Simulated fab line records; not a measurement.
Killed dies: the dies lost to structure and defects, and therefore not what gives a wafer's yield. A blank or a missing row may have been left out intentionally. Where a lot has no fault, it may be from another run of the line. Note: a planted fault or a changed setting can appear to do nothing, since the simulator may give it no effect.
Which tool is to blame? -- flow gf180mcu -- 39 wafers from 13 lots sampled at 3 of the route's 602 steps

== WHAT EACH GAUGE READ, for each wafer ==
GF_V5_RS_MEAS_24: measures by four-point-probe. Usual: V5_W_RS gives 0.328 ohm/sq (standard deviation 0.0052).
lot,measured,on,V5_W_RS (ohm/sq),flag
L661,day 27 13:17,film_metro-04,0.327 0.326 0.327,
L663,day 27 20:59,film_metro-04,0.324 0.331 0.325,
L662,day 27 22:34,film_metro-01,0.318 0.327 0.332,
L664,day 28 03:43,film_metro-04,0.320 0.320 0.332,
L669,day 29 13:43,film_metro-03,0.333 0.324 0.322,
L670,day 30 02:36,film_metro-03,0.330 0.325 0.331,
L671,day 30 07:17,film_metro-01,0.331 0.323 0.336,
L675,day 31 15:34,film_metro-01,0.326 0.321 0.328,
L677,day 32 01:22,film_metro-04,0.331 0.330 0.330,
L679,day 32 13:31,film_metro-03,0.321 0.333 0.324,
L681,day 33 02:13,film_metro-01,0.327 0.328 0.334,
L683,day 33 14:04,film_metro-03,0.326 0.321 0.321,
L684,day 33 15:04,film_metro-01,0.328 0.333 0.327,

== EACH LOT AND THE TOOL THAT RAN IT (in order: tool; ch and the chambers of the sampled wafers; start) ==
lot,GF_V4_ETCH_17,GF_V4_SPUTTER_22
L661,"rie_diel-01 ch 1,3, day 24 19:08 or earlier","pvd_sputter-01, day 24 19:08"
L663,"rie_diel-02 ch 1,2,3, day 25 02:34 or earlier","pvd_sputter-03, day 25 02:34"
L662,"rie_diel-04 ch 0,1,3, day 25 05:41 or earlier","pvd_sputter-01, day 25 05:41"
L664,"rie_diel-02 ch 0,1, day 25 09:17 or earlier","pvd_sputter-04, day 25 09:17"
L669,"rie_diel-01 ch 1,3, day 26 23:02 or earlier","pvd_sputter-01, day 26 23:02"
L670,"rie_diel-01 ch 0,1,3, day 27 12:05 or earlier","pvd_sputter-03, day 27 12:05"
L671,"rie_diel-02 ch 1,2,3, day 27 19:19 or earlier","pvd_sputter-01, day 27 19:19"
L675,"rie_diel-04 ch 0,2,3, day 29 05:11 or earlier","pvd_sputter-03, day 29 05:11"
L677,"rie_diel-01 ch 1,2, day 29 15:34 or earlier","pvd_sputter-01, day 29 15:34"
L679,"rie_diel-04 ch 1,2,3, day 30 05:02 or earlier","pvd_sputter-01, day 30 05:02"
L681,"rie_diel-02 ch 1,3, day 30 19:14 or earlier","pvd_sputter-04, day 30 19:14"
L683,"rie_diel-02 ch 1,2,3, day 31 08:47 or earlier","pvd_sputter-03, day 31 08:47"
L684,"rie_diel-02 ch 0,3, day 31 10:29 or earlier","pvd_sputter-04, day 31 10:29"
- GF_V4_ETCH_17: etches SiO2 in C4F8/O2/Ar, stops on TiN, target depth 630 nm.
- GF_V4_SPUTTER_22: material TiN, target thk 10 nm, time 38.09 s.

== WHAT THE TOOLS THEMSELVES READ (means of the sampled wafers that have a number; where no wafer has one, the mark that the record gives instead) ==
GF_V4_ETCH_17. Usual: oes_product_au reads 0.856 a.u. (standard deviation 0.0045).
lot,tool,oes_product_au (a.u.),flag
L661,rie_diel-01,0.859,
L663,rie_diel-02,0.858,
L662,rie_diel-04,0.856,
L664,rie_diel-02,0.851,
L669,rie_diel-01,0.861,
L670,rie_diel-01,0.853,
L671,rie_diel-02,0.856,
L675,rie_diel-04,0.857,
L677,rie_diel-01,0.855,
L679,rie_diel-04,0.852,
L681,rie_diel-02,0.855,
L683,rie_diel-02,0.853,
L684,rie_diel-02,0.860,

GF_V4_SPUTTER_22. Usual: throttle_valve_pct reads 29.7 % (standard deviation 1.3).
lot,tool,throttle_valve_pct (%),flag
L661,pvd_sputter-01,29.7,
L663,pvd_sputter-03,30.1,
L662,pvd_sputter-01,29.3,
L664,pvd_sputter-04,30.7,
L669,pvd_sputter-01,29.1,
L670,pvd_sputter-03,30.5,
L671,pvd_sputter-01,29.2,
L675,pvd_sputter-03,30.2,
L677,pvd_sputter-01,28.9,
L679,pvd_sputter-01,29.2,
L681,pvd_sputter-04,29.6,
L683,pvd_sputter-03,30.1,
L684,pvd_sputter-04,30.0,

== THE ANSWER, worked out from the rows above alone ==
Rule: lot off if the mean of its wafers having a number is beyond 3 standard deviations from the usual mean. A lot without any number at a reading at which 4 lots or more have one is off too. All remaining lots with rows at the step are treated as sound. After the gauges, taken in route order, come the tools' own readings; for these a lot's mean is taken, as printed above. The first step at which some lot is off is used, and at that step the reading that is off furthest; a lot without a number counts as furthest.
None of the lots is off at any reading shown; this tells nothing.

== WHAT THE SIMULATOR HAD PUT IN ==
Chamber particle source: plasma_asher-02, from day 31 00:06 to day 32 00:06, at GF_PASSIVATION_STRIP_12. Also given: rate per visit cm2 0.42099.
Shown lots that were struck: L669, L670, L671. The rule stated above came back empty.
